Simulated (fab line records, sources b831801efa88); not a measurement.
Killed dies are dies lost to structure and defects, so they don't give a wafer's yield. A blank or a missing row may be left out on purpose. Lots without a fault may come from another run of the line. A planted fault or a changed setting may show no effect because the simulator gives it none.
Chamber matching | flow gf180mcu | GF_CONTACT_CMP_04 on cmp-02: 4 sister chambers
The step polishes SiO2. 14 wafers are shown with their chamber, then 7 later ones without.

WAFERS WITH THEIR CHAMBER
wafer  | chamber | motor_current_A (A) | time_to_endpoint_s (s) | retaining_ring_pressure_frac
L338.1 | 3       | 12.8                | 103                    | 1.004
L338.3 | 2       | 10.1                | 100                    | 0.992
L338.5 | 3       | 12.4                | 110                    | 0.997
L341.2 | 0       | 10.2                | 112                    | 0.994
L341.5 | 3       | 12.8                | 108                    | 1.002
L341.6 | 0       | 11.3                | 115                    | 1.000
L344.1 | 3       | 13.0                | 106                    | 1.004
L344.2 | 2       | 9.8                 | 114                    | 1.001
L344.3 | 0       | 10.8                | 118                    | 1.001
L351.1 | 1       | 12.9                | 112                    | 1.005
L351.2 | 0       | 11.1                | 112                    | 1.001
L351.4 | 3       | 12.4                | 113                    | 0.992
L353.3 | 3       | 12.2                | 107                    | 0.994
L353.4 | 2       | 9.7                 | 104                    | 1.002

SIGNATURES (means of the wafers above)
reading                      | chamber 0 | chamber 1 | chamber 2 | chamber 3 | scatter within a chamber
motor_current_A              | 10.850    | 12.900    | 9.867     | 12.600    | 0.354
time_to_endpoint_s           | 114.25    | 112.00    | 106.00    | 107.83    | 4.33
retaining_ring_pressure_frac | 0.99900   | 1.00500   | 0.99833   | 0.99883   | 0.00481
Rule: a wafer's distance from a chamber is the root of the sum, over the readings, of the square of ((its reading less the chamber's mean) divided by the reading's scatter). The wafer belongs to the nearest chamber; if the next one is less than 2 further off, it can't be placed. The scatter: the root of (the sum of the squares of (reading less its chamber's mean) over the shown wafers, divided by (wafers less chambers)).

WAFERS WITHOUT THEIR CHAMBER
wafer  | motor_current_A (A) | time_to_endpoint_s (s) | retaining_ring_pressure_frac
L353.5 | 9.5                 | 120                    | 1.000
L354.3 | 9.8                 | 109                    | 1.013
L354.4 | 12.6                | 118                    | 0.986
L354.6 | 13.1                | 104                    | 0.994
L355.1 | 13.0                | 115                    | 1.003
L355.5 | 12.6                | 117                    | 1.007
L355.6 | 9.6                 | 111                    | 0.997

WHICH CHAMBER EACH WENT THROUGH
wafer  | from the rows above     | in truth
L353.5 | can't be placed: 2 or 0 | 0
L354.3 | can't be placed: 2 or 0 | 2
L354.4 | can't be placed: 3 or 1 | 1
L354.6 | can't be placed: 3 or 1 | 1
L355.1 | can't be placed: 1 or 3 | 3
L355.5 | can't be placed: 1 or 3 | 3
L355.6 | 2                       | 2
Placed correctly: 1 of 7. Can't be placed from these rows: 6 (the true chamber is among the candidates in 6). Placed wrongly: 0.
